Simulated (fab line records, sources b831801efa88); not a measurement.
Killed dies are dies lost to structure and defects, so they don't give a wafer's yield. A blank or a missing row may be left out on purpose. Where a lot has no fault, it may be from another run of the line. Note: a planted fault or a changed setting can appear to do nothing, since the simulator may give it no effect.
Which tool did it?	flow gf180mcu	Sampling: 7 lots, 21 wafers, 2 of 602 route steps

== WHAT THE GAUGES SHOWED, per wafer ==
GF_VT_IMPLANT_OVL_MEAS_29.
lot	measured	on	VT_IMPLANT_02_OVL (nm)
L889	day 7 03:45	overlay-01	1.0 -0.8 2.6
L896	day 9 00:12	overlay-02	0.3 1.1 -1.8
L898	day 9 14:39	overlay-02	0.3 1.4 -0.6
L900	day 10 00:22	overlay-02	204.0 204.8 204.5
L904	day 11 02:28	overlay-02	203.4 204.0 204.5
L906	day 11 14:01	overlay-01	1.8 1.8 1.5
L911	day 12 22:28	overlay-02	-0.1 -2.7 1.1

== TOOL THAT RAN EACH LOT (tool first, then ch and the chambers of the sampled wafers, then the start) ==
lot	GF_VT_IMPLANT_EXPOSE_26
L889	iline-stepper-02 ch 0, day 6 20:02
L896	iline-stepper-01 ch 0, day 8 15:40
L898	iline-stepper-01 ch 0, day 9 06:26
L900	iline-stepper-01 ch 0, day 9 15:56
L904	iline-stepper-01 ch 0, day 10 18:08
L906	iline-stepper-02 ch 0, day 11 05:23
L911	iline-stepper-02 ch 0, day 12 12:34
- GF_VT_IMPLANT_EXPOSE_26: exposes mask LVPWELL HV AREA, target cd 860 nm.

== THE ANSWER, worked out from the rows above alone ==
Rule: the lots themselves supply what counts as usual. The widest of any qualifying gaps counts: lots, ordered by their means at a reading, are off when they make up no more than a third of the lots, leave a main group of 4 or more, and stand apart from it by 3 or more times the standard deviation of that group's means. The tables above print the reading to a certain number of digits; a main group whose means all agree to those digits is not used. A lot without any number at a reading at which 4 lots or more have one is off too. Any other lot the step has rows for is counted as sound.
Off: L900, L904, at GF_VT_IMPLANT_OVL_MEAS_29 (VT_IMPLANT_02_OVL). The main group has a mean of 0.5 nm with a standard deviation of 0.8.
A tool fits if, at a process step before that reading, it ran every lot that is off, and no sound lot after the first of them. Those tools and the gauges at GF_VT_IMPLANT_OVL_MEAS_29 are tried in the same way. One fits: iline-stepper-01 at GF_VT_IMPLANT_EXPOSE_26. A fault onset in the window from L898 (day 9 06:26, its last sound lot) to L900 (day 9 15:56, its first lot off) fits.

== WHAT THE SIMULATOR PUT IN ==
Scanner matching overlay: iline-stepper-01, from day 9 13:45 on, at GF_VT_IMPLANT_EXPOSE_26. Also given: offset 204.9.
Shown lots that were struck: L900, L904. This agrees with what the rule above found.
